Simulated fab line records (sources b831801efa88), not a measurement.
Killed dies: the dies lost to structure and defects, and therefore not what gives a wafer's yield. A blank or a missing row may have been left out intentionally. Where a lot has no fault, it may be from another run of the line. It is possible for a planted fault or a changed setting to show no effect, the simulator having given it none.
The tool behind it: which one? ; flow gf180mcu ; 6 lots with 18 wafers sampled at 2 steps, on a route of 602 steps

== WHAT THE GAUGES SHOWED, per wafer ==
GF_V5_CD_MEAS_14 targets a cd of 260 nm.
lot;measured;on;cd-nm (nm)
L624;day 27 21:02;cd-sem-01;258.6 258.9 259.2
L626;day 28 13:07;cd-sem-01;259.4 258.9 260.2
L628;day 29 08:35;cd-sem-02;259.8 259.9 261.6
L631;day 30 01:43;cd-sem-02;262.2 261.5 260.7
L633;day 30 19:07;cd-sem-02;259.3 260.1 260.5
L637;day 31 17:53;cd-sem-01;258.8 257.7 259.7

== WHAT TOOL EACH LOT RAN ON (gives the tool, then ch and the chambers of the sampled wafers, and finally the start) ==
lot;GF_V2_ETCH_17
L624;rie-diel-03 ch 0,1,3, day 21 03:00
L626;rie-diel-02 ch 1,3, day 21 20:00
L628;rie-diel-03 ch 1,2,3, day 22 23:00
L631;rie-diel-03 ch 0,2,3, day 23 16:00
L633;rie-diel-02 ch 0,1, day 24 13:00
L637;rie-diel-02 ch 0,1,3, day 25 19:00
- GF_V2_ETCH_17: etches SiO2 in C4F8/O2/Ar, stops on TiN, target depth 630 nm.

== THE ANSWER, worked out from the rows above alone ==
Rule: the usual values come from the lots themselves. Put in order of their means at a reading, lots are off if they are a third of the lots or fewer, leave a main group of 4 or more, and stand apart from it by a gap of 3 or more times the standard deviation of the main group's means; of several such gaps the widest counts. A main group whose means are all the same, to the digits that the tables above print for the reading, isn't used. A lot without any number at a reading at which 4 lots or more have one is off too. The other lots that the step has rows for count as sound.
No lot is off on any of the readings shown, so nothing can be concluded from this.

== WHAT HAD BEEN PUT IN BY THE SIMULATOR ==
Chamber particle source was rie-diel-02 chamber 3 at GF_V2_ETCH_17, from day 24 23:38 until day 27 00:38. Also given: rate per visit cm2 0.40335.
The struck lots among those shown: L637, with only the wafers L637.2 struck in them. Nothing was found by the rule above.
